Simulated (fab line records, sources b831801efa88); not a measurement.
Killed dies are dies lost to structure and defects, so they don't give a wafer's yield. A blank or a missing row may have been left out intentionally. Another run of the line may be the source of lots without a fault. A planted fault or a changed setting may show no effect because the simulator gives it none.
Matching of chambers :: flow gf180mcu :: rie-si-02 running GF_STI_ETCH_14: 4 sister chambers
The step etches Si in HBr/Cl2/O2, target depth 360 nm, time 102.9 s. 14 wafers are shown with their chamber, then 7 later ones without.

== WAFERS WITH THEIR CHAMBER ==
wafer: L272.2
chamber: 1
throttle-valve-pct (%): 25.649
bias-w (W): 149.3
oes-product-au (a.u.): 1.002

wafer: L272.5
chamber: 3
throttle-valve-pct (%): 25.645
bias-w (W): 150.7
oes-product-au (a.u.): 1.010

wafer: L272.6
chamber: 1
throttle-valve-pct (%): 25.656
bias-w (W): 149.5
oes-product-au (a.u.): 1.012

wafer: L275.1
chamber: 1
throttle-valve-pct (%): 25.648
bias-w (W): 149.7
oes-product-au (a.u.): 0.993

wafer: L275.3
chamber: 3
throttle-valve-pct (%): 25.633
bias-w (W): 149.8
oes-product-au (a.u.): 0.989

wafer: L275.4
chamber: 2
throttle-valve-pct (%): 25.692
bias-w (W): 150.2
oes-product-au (a.u.): 0.979

wafer: L279.1
chamber: 0
throttle-valve-pct (%): 25.654
bias-w (W): 150.4
oes-product-au (a.u.): 1.006

wafer: L279.4
chamber: 2
throttle-valve-pct (%): 25.644
bias-w (W): 149.8
oes-product-au (a.u.): 0.997

wafer: L279.5
chamber: 2
throttle-valve-pct (%): 25.666
bias-w (W): 150.5
oes-product-au (a.u.): 1.002

wafer: L281.2
chamber: 1
throttle-valve-pct (%): 25.666
bias-w (W): 150.1
oes-product-au (a.u.): 0.994

wafer: L281.5
chamber: 3
throttle-valve-pct (%): 25.639
bias-w (W): 150.3
oes-product-au (a.u.): 0.999

wafer: L281.6
chamber: 0
throttle-valve-pct (%): 25.656
bias-w (W): 149.7
oes-product-au (a.u.): 0.990

wafer: L282.1
chamber: 2
throttle-valve-pct (%): 25.663
bias-w (W): 149.9
oes-product-au (a.u.): 0.990

wafer: L282.3
chamber: 0
throttle-valve-pct (%): 25.649
bias-w (W): 150.2
oes-product-au (a.u.): 1.001

SIGNATURES (averages over the wafers above)
reading: throttle-valve-pct
chamber 0: 25.65300
chamber 1: 25.65475
chamber 2: 25.66625
chamber 3: 25.63900
scatter within a chamber: 0.0121

reading: bias-w
chamber 0: 150.100
chamber 1: 149.650
chamber 2: 150.100
chamber 3: 150.267
scatter within a chamber: 0.363

reading: oes-product-au
chamber 0: 0.99900
chamber 1: 1.00025
chamber 2: 0.99200
chamber 3: 0.99933
scatter within a chamber: 0.00941
Rule: distance of a wafer from a chamber = root of the sum over the readings of ((wafer's reading minus chamber's mean) / reading's scatter) squared. The wafer belongs to the nearest chamber; if the next one is less than 2 further off, it can't be placed. The scatter is the square root of a quotient: the sum, over the shown wafers, of each reading's squared deviation from its chamber's mean, divided by wafers minus chambers.

== WAFERS WITH NO CHAMBER GIVEN ==
wafer: L282.5
throttle-valve-pct (%): 25.653
bias-w (W): 150.0
oes-product-au (a.u.): 1.006

wafer: L283.1
throttle-valve-pct (%): 25.675
bias-w (W): 149.6
oes-product-au (a.u.): 0.986

wafer: L283.3
throttle-valve-pct (%): 25.638
bias-w (W): 149.8
oes-product-au (a.u.): 0.998

wafer: L283.4
throttle-valve-pct (%): 25.663
bias-w (W): 149.8
oes-product-au (a.u.): 1.007

wafer: L291.4
throttle-valve-pct (%): 25.653
bias-w (W): 149.6
oes-product-au (a.u.): 1.010

wafer: L291.5
throttle-valve-pct (%): 25.659
bias-w (W): 150.0
oes-product-au (a.u.): 0.997

wafer: L291.6
throttle-valve-pct (%): 25.655
bias-w (W): 150.1
oes-product-au (a.u.): 0.997

== EACH ONE'S CHAMBER ==
wafer: L282.5
from the rows above: can't be placed: 0 or 1 or 3 or 2
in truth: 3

wafer: L283.1
from the rows above: can't be placed: 2 or 1 or 0
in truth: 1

wafer: L283.3
from the rows above: can't be placed: 3 or 1 or 0 or 2
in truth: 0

wafer: L283.4
from the rows above: can't be placed: 1 or 0 or 2 or 3
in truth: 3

wafer: L291.4
from the rows above: can't be placed: 1 or 0 or 3 or 2
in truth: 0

wafer: L291.5
from the rows above: can't be placed: 0 or 2 or 1 or 3
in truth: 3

wafer: L291.6
from the rows above: can't be placed: 0 or 2 or 1 or 3
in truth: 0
0 of 7 placed correctly. Unplaceable from these rows: 7, with the true chamber sitting among the candidates in 7. Placed wrongly: 0.
